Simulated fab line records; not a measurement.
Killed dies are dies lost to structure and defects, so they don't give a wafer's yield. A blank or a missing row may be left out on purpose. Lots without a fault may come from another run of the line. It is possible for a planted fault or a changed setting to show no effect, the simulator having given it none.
Chamber matching :: flow sky130 :: rie si-01 running SKY_FIELD_ISO_ETCH_17: 4 sister chambers
The step etches Si in HBr/Cl2/O2, target depth 342 nm, time 97.7 s. 8 wafers are shown with their chamber, then 9 later ones without.

== EACH WAFER AND ITS CHAMBER ==
wafer: L358.2
chamber: 0
drypump motor current A (A): 5.7
he backside leak sccm (sccm): 3.23

wafer: L361.4
chamber: 1
drypump motor current A (A): 5.9
he backside leak sccm (sccm): 2.80

wafer: L361.5
chamber: 1
drypump motor current A (A): 5.9
he backside leak sccm (sccm): 2.80

wafer: L363.3
chamber: 0
drypump motor current A (A): 5.7
he backside leak sccm (sccm): 2.67

wafer: L363.5
chamber: 2
drypump motor current A (A): 6.7
he backside leak sccm (sccm): 2.41

wafer: L367.1
chamber: 2
drypump motor current A (A): 6.6
he backside leak sccm (sccm): 2.21

wafer: L367.3
chamber: 3
drypump motor current A (A): 5.6
he backside leak sccm (sccm): 2.76

wafer: L367.6
chamber: 3
drypump motor current A (A): 5.6
he backside leak sccm (sccm): 2.83

== WAFERS WHOSE CHAMBER IS MISSING ==
wafer: L371.3
drypump motor current A (A): 5.7
he backside leak sccm (sccm): 3.25

wafer: L371.4
drypump motor current A (A): 6.0
he backside leak sccm (sccm): 2.65

wafer: L371.5
drypump motor current A (A): 5.6
he backside leak sccm (sccm): 2.77

wafer: L372.3
drypump motor current A (A): 6.7
he backside leak sccm (sccm): 2.40

wafer: L372.4
drypump motor current A (A): 5.7
he backside leak sccm (sccm): 2.67

wafer: L372.6
drypump motor current A (A): 6.6
he backside leak sccm (sccm): 2.39

wafer: L375.1
drypump motor current A (A): 5.7
he backside leak sccm (sccm): 2.68

wafer: L375.5
drypump motor current A (A): 5.7
he backside leak sccm (sccm): 2.96

wafer: L375.6
drypump motor current A (A): 5.9
he backside leak sccm (sccm): 2.78

== EACH ONE'S CHAMBER ==
wafer: L371.3
from the rows above: 0
in truth: 0

wafer: L371.4
from the rows above: 1
in truth: 1

wafer: L371.5
from the rows above: 3
in truth: 3

wafer: L372.3
from the rows above: 2
in truth: 2

wafer: L372.4
from the rows above: can't be placed: 0 or 3
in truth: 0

wafer: L372.6
from the rows above: 2
in truth: 2

wafer: L375.1
from the rows above: can't be placed: 0 or 3
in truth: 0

wafer: L375.5
from the rows above: 0
in truth: 0

wafer: L375.6
from the rows above: 1
in truth: 1
Correctly placed: 7 of 9. Cannot be placed on the basis of these rows: 2; the candidates contain the true chamber in 2. Number placed wrongly: 0.
How it was worked out, from the rows above alone: a wafer's distance from a chamber is the root of the sum, over the readings, of the square of ((its reading less the chamber's mean) divided by the reading's scatter). If the next closest chamber is less than 2 further off than the closest, the wafer can't be placed; otherwise it belongs to the closest. The mean given for a chamber averages the wafers shown for that chamber. How the scatter is found: for the shown wafers, subtract from each reading the mean of its chamber, square and add these, divide the total by (wafers less chambers), then take the root.
